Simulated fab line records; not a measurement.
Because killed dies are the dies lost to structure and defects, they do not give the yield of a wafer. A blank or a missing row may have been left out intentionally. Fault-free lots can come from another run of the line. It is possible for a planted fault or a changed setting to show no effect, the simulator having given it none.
Which of the tools did it? | flow sky130 | 14 lots, 42 wafers sampled, at 5 steps of a route of 708

WHAT THE GAUGES SHOWED, per wafer
SKY_LDD_P_OVL_MEAS_08.
lot  | measured     | on         | LDD_P_OVL (nm)
L646 | day 19 11:24 | overlay-01 | 1.8 1.3 2.3
L645 | day 19 14:11 | overlay-01 | 2.0 2.1 2.9
L647 | day 19 18:34 | overlay-02 | 1.7 0.7 1.4
L648 | day 19 21:41 | overlay-02 | 0.0 -1.0 -1.2
L649 | day 20 04:14 | overlay-01 | -0.4 1.7 2.0
L650 | day 20 16:34 | overlay-01 | 1.9 -0.1 0.3
L652 | day 21 22:09 | overlay-01 | 1.5 2.5 2.1
L653 | day 22 10:02 | overlay-02 | 1.8 1.7 1.4
L656 | day 23 11:19 | overlay-01 | 1.5 1.9 3.2
L659 | day 24 10:32 | overlay-02 | -0.6 0.0 0.8
L660 | day 24 13:35 | overlay-02 | 1.9 1.7 1.0
L661 | day 24 23:41 | overlay-01 | 1.6 2.6 1.8
L662 | day 25 05:08 | overlay-01 | -0.6 1.3 0.3
L667 | day 26 23:24 | overlay-01 | 0.5 -1.1 1.4

SKY_LDD_LDN_OVL_MEAS_07.
lot  | measured     | on         | LDD_LDN_OVL (nm)
L646 | day 23 07:38 | overlay-02 | 0.9 -0.6 -0.2
L645 | day 23 10:07 | overlay-01 | 0.4 -0.5 -2.1
L647 | day 23 14:47 | overlay-02 | -1.1 -1.2 -0.6
L648 | day 23 17:23 | overlay-01 | -1.4 0.4 0.3
L649 | day 23 23:33 | overlay-01 | 0.0 -0.1 -0.5
L650 | day 24 12:53 | overlay-01 | 0.1 0.5 1.3
L652 | day 25 15:54 | overlay-01 | 1.1 0.7 1.3
L653 | day 26 04:31 | overlay-01 | -0.4 -0.1 0.1
L656 | day 27 05:14 | overlay-02 | -0.1 1.3 0.3
L659 | day 28 03:17 | overlay-02 | 1.0 -0.2 0.1
L660 | day 28 06:57 | overlay-02 | -0.7 -1.3 -1.8
L661 | day 28 15:59 | overlay-02 | 0.6 1.2 1.2
L662 | day 28 23:23 | overlay-01 | 1.0 0.8 1.3
L667 | day 30 16:12 | overlay-01 | 0.7 1.3 0.2

SKY_SD_N_OVL_MEAS_08.
lot  | measured     | on         | SD_N_OVL (nm)
L646 | day 28 10:06 | overlay-02 | 2.9 1.4 2.5
L645 | day 28 13:10 | overlay-02 | 0.4 0.3 -1.2
L647 | day 28 18:03 | overlay-01 | 2.6 2.7 2.3
L648 | day 28 18:58 | overlay-02 | 1.0 3.7 1.4
L649 | day 29 01:25 | overlay-01 | 2.9 1.8 2.6
L650 | day 29 14:37 | overlay-02 | -1.0 -1.0 0.7
L652 | day 30 14:31 | overlay-01 | 1.5 1.4 1.0
L653 | day 31 03:05 | overlay-02 | 2.5 -1.1 1.8
L656 | day 32 02:43 | overlay-01 | 2.3 1.7 1.4
L659 | day 33 01:31 | overlay-02 | -140.3 -141.1 -141.1 -141.3 -142.0 -142.2
L660 | day 33 03:14 | overlay-01 | 0.5 -0.5 0.0
L661 | day 33 14:46 | overlay-02 | -140.7 -141.5 -140.9 -141.9 -142.4 -142.2
L662 | day 33 20:00 | overlay-01 | 1.6 2.3 0.5
L667 | day 35 08:37 | overlay-01 | 0.8 -1.6 -0.1

SKY_LI_CONTACT_BOW_MEAS_03.
lot  | measured     | on           | LI_CONTACT_BOW (um)
L646 | day 28 11:41 | filmMetro-03 | 60 58 64
L645 | day 28 14:45 | filmMetro-03 | 50 54 58
L647 | day 28 19:37 | filmMetro-01 | 62 59 65
L648 | day 28 20:32 | filmMetro-02 | 46 55 63
L649 | day 29 03:01 | filmMetro-03 | 56 69 56
L650 | day 29 16:26 | filmMetro-01 | 50 51 60
L652 | day 30 16:05 | filmMetro-03 | 62 59 62
L653 | day 31 04:41 | filmMetro-01 | 47 63 47
L656 | day 32 04:20 | filmMetro-02 | 62 42 52
L660 | day 33 04:49 | filmMetro-01 | 52 63 53
L662 | day 33 21:40 | filmMetro-02 | 70 60 63
L667 | day 35 10:10 | filmMetro-01 | 56 62 68

EACH LOT AND THE TOOL THAT RAN IT (in order: tool; ch and the chambers of the sampled wafers; start)
lot  | SKY_SD_N_EXPOSE_04
L646 | ilineStepper-02 ch 0, day 27 18:50
L645 | ilineStepper-02 ch 0, day 27 21:40
L647 | ilineStepper-01 ch 0, day 28 03:36
L648 | ilineStepper-01 ch 0, day 28 05:00
L649 | ilineStepper-02 ch 0, day 28 11:34
L650 | ilineStepper-02 ch 0, day 28 23:23
L652 | ilineStepper-02 ch 0, day 29 23:52
L653 | ilineStepper-01 ch 0, day 30 12:58
L656 | ilineStepper-02 ch 0, day 31 12:01
L659 | ilineStepper-02 ch 0, day 32 11:46
L660 | ilineStepper-01 ch 0, day 32 12:48
L661 | ilineStepper-02 ch 0, day 33 01:28
L662 | ilineStepper-01 ch 0, day 33 06:31
L667 | ilineStepper-01 ch 0, day 34 19:40
- SKY_SD_N_EXPOSE_04: exposes mask NSDM, target cd 380 nm.

WHAT THE TOOLS THEMSELVES READ (means of the sampled wafers that have a number; where no wafer has one, the mark that the record gives instead)
The record holds no such reading with a usual standard deviation.

THE ANSWER, worked out from the rows above alone
Rule: what is usual is taken from the lots themselves. Put in order of their means at a reading, lots are off if they are a third of the lots or fewer, leave a main group of 4 or more, and stand apart from it by a gap of 3 or more times the standard deviation of the main group's means; of several such gaps the widest counts. A main group whose means are all the same, to the digits that the tables above print for the reading, isn't used. Also off: a lot with no number at a reading for which 4 or more lots have one. Any other lot the step has rows for is counted as sound. Order of review: gauges by route order, followed by the tools' own readings, for which a lot's mean as printed above is used. At the first step where some lot is off, the reading lying furthest off is the one used; lots without a number count as furthest.
Off: L659, L661, seen at SKY_SD_N_OVL_MEAS_08 (SD_N_OVL). The main group: mean 1.2 nm, standard deviation 1.1.
If a tool, at a process step before that reading, ran all the lots that are off and no sound lot after the first of them, it fits. Those tools and the gauges at SKY_SD_N_OVL_MEAS_08 are tried in the same way. This does not decide it: 2 tools fit, namely ilineStepper-02 at SKY_SD_N_EXPOSE_04 and overlay-02 at SKY_SD_N_OVL_MEAS_08.

WHAT THE SIMULATOR HAD INSERTED
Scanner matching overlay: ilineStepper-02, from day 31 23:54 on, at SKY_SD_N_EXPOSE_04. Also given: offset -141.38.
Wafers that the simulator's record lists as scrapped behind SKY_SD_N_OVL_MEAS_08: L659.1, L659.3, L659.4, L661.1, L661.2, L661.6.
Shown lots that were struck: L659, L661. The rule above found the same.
